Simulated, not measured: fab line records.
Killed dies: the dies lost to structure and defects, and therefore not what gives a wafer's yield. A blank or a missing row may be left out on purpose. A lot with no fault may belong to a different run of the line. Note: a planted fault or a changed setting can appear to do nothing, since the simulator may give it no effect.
Split-lot trial :: flow sfqLine :: 5 lots, 23 wafers read, on a route of 325 steps

ON THE SPLIT
At SFQ_TRILAYER_M8_DEP_EVAP_196 (material Au, target thk 180 nm, time 900 s), the setting timeS was moved away from the recipe's 900 s on 8 of the 23 wafers read, by -14.3% to -4.0%. This setting was run at the recipe's value on the other wafers.

BETWEEN THE SPLIT AND THE READING: the file shows 1 step in between
- SFQ_M8_RS_MEAS_949: measures by four-point-probe

THE READING
M8_AU_THK, in nm, at SFQ_M8_THK_MEAS_950 (measures by xrf). Typical for fault-free wafers on this fab line: 179.0 nm, with standard deviation 2.6 nm.

wafer: L074.2
tool, chamber at the split: pvdSputter-02, -
timeS as run, s: 900
against the recipe: recipe
M8_AU_THK, nm: 179.7
against lot-mates on the recipe: -

wafer: L074.4
tool, chamber at the split: pvdSputter-02, -
timeS as run, s: 900
against the recipe: recipe
M8_AU_THK, nm: 179.8
against lot-mates on the recipe: -

wafer: L074.6
tool, chamber at the split: pvdSputter-02, -
timeS as run, s: 900
against the recipe: recipe
M8_AU_THK, nm: 178.1
against lot-mates on the recipe: -

wafer: L075.1
tool, chamber at the split: pvdSputter-01, -
timeS as run, s: 900
against the recipe: recipe
M8_AU_THK, nm: 174.1
against lot-mates on the recipe: -

wafer: L075.2
tool, chamber at the split: pvdSputter-01, -
timeS as run, s: 864.3
against the recipe: -4.0%
M8_AU_THK, nm: 168.0
against lot-mates on the recipe: -4.5

wafer: L075.4
tool, chamber at the split: pvdSputter-01, -
timeS as run, s: 900
against the recipe: recipe
M8_AU_THK, nm: 170.9
against lot-mates on the recipe: -

wafer: L075.5
tool, chamber at the split: pvdSputter-01, -
timeS as run, s: 864.3
against the recipe: -4.0%
M8_AU_THK, nm: 170.1
against lot-mates on the recipe: -2.4

wafer: L075.6
tool, chamber at the split: pvdSputter-01, -
timeS as run, s: 864.3
against the recipe: -4.0%
M8_AU_THK, nm: 167.7
against lot-mates on the recipe: -4.8

wafer: L078.1
tool, chamber at the split: pvdSputter-02, -
timeS as run, s: 770.9
against the recipe: -14.3%
M8_AU_THK, nm: 153.9
against lot-mates on the recipe: -25.8

wafer: L078.3
tool, chamber at the split: pvdSputter-02, -
timeS as run, s: 770.9
against the recipe: -14.3%
M8_AU_THK, nm: 154.6
against lot-mates on the recipe: -25.2

wafer: L078.4
tool, chamber at the split: pvdSputter-02, -
timeS as run, s: 770.9
against the recipe: -14.3%
M8_AU_THK, nm: 153.3
against lot-mates on the recipe: -26.4

wafer: L078.5
tool, chamber at the split: pvdSputter-02, -
timeS as run, s: 900
against the recipe: recipe
M8_AU_THK, nm: 179.1
against lot-mates on the recipe: -

wafer: L078.6
tool, chamber at the split: pvdSputter-02, -
timeS as run, s: 900
against the recipe: recipe
M8_AU_THK, nm: 180.4
against lot-mates on the recipe: -

wafer: L083.1
tool, chamber at the split: pvdSputter-01, -
timeS as run, s: 833.2
against the recipe: -7.4%
M8_AU_THK, nm: 165.0
against lot-mates on the recipe: -17.7

wafer: L083.2
tool, chamber at the split: pvdSputter-01, -
timeS as run, s: 833.2
against the recipe: -7.4%
M8_AU_THK, nm: 170.1
against lot-mates on the recipe: -12.6

wafer: L083.4
tool, chamber at the split: pvdSputter-01, -
timeS as run, s: 900
against the recipe: recipe
M8_AU_THK, nm: 185.2
against lot-mates on the recipe: -

wafer: L083.5
tool, chamber at the split: pvdSputter-01, -
timeS as run, s: 900
against the recipe: recipe
M8_AU_THK, nm: 179.0
against lot-mates on the recipe: -

wafer: L083.6
tool, chamber at the split: pvdSputter-01, -
timeS as run, s: 900
against the recipe: recipe
M8_AU_THK, nm: 183.8
against lot-mates on the recipe: -

wafer: L085.1
tool, chamber at the split: pvdSputter-01, -
timeS as run, s: 900
against the recipe: recipe
M8_AU_THK, nm: 178.7
against lot-mates on the recipe: -

wafer: L085.2
tool, chamber at the split: pvdSputter-01, -
timeS as run, s: 900
against the recipe: recipe
M8_AU_THK, nm: 172.3
against lot-mates on the recipe: -

wafer: L085.3
tool, chamber at the split: pvdSputter-01, -
timeS as run, s: 900
against the recipe: recipe
M8_AU_THK, nm: 179.6
against lot-mates on the recipe: -

wafer: L085.4
tool, chamber at the split: pvdSputter-01, -
timeS as run, s: 900
against the recipe: recipe
M8_AU_THK, nm: 179.5
against lot-mates on the recipe: -

wafer: L085.6
tool, chamber at the split: pvdSputter-01, -
timeS as run, s: 900
against the recipe: recipe
M8_AU_THK, nm: 180.3
against lot-mates on the recipe: -

FIT RESULTS
A straight line over all 23 wafers: M8_AU_THK changes by +1.72 nm for each +1% of timeS; r = +0.93; the points scatter about the line by 3.5 nm.
The same after taking each lot's own level away (the mean of its wafers on the recipe; 23 wafers): +1.81 nm for each +1%; r = +0.97; scatter 2.4 nm.
On that fit, the largest move of timeS shifts the reading by 26 nm.
From 172.50 to 182.67 nm: that is the span of the lots' own levels, equal to 3.9 times the standard deviation above.
The two slopes agree, so the slope changes little with the lot-to-lot level.
Check: -25.6 nm against its lot-mates is what the line predicts for one of the wafers moved furthest among these (-14.3%) when that wafer is left out of the fit. Against them it came out at -25.8 nm.

THE WHOLE CHAIN: every reading that the file lists as answering this split, in the file's order
step: SFQ_TRILAYER_M8_DEP_EVAP_196
what it does: material Au, target thk 180 nm, time 900 s
reading: Au_of_TRILAYER_M8_DEP_EVAP_196.thkNm (the simulator's own value, which no gauge read)
change (the file's fit): +1.82 nm for each +1% of the setting
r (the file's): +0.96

step: SFQ_M8_RS_MEAS_949
what it does: measures by four-point-probe
reading: M8_AU_RS
change (the file's fit): -0.00179 for each +1% of the setting
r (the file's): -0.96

step: SFQ_M8_THK_MEAS_950
what it does: measures by xrf
reading: M8_AU_THK
change (the file's fit): +1.8 for each +1% of the setting
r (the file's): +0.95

FILE'S OWN FIT
M8_AU_THK changes by +1.8 nm for each +1% of timeS, r = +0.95.
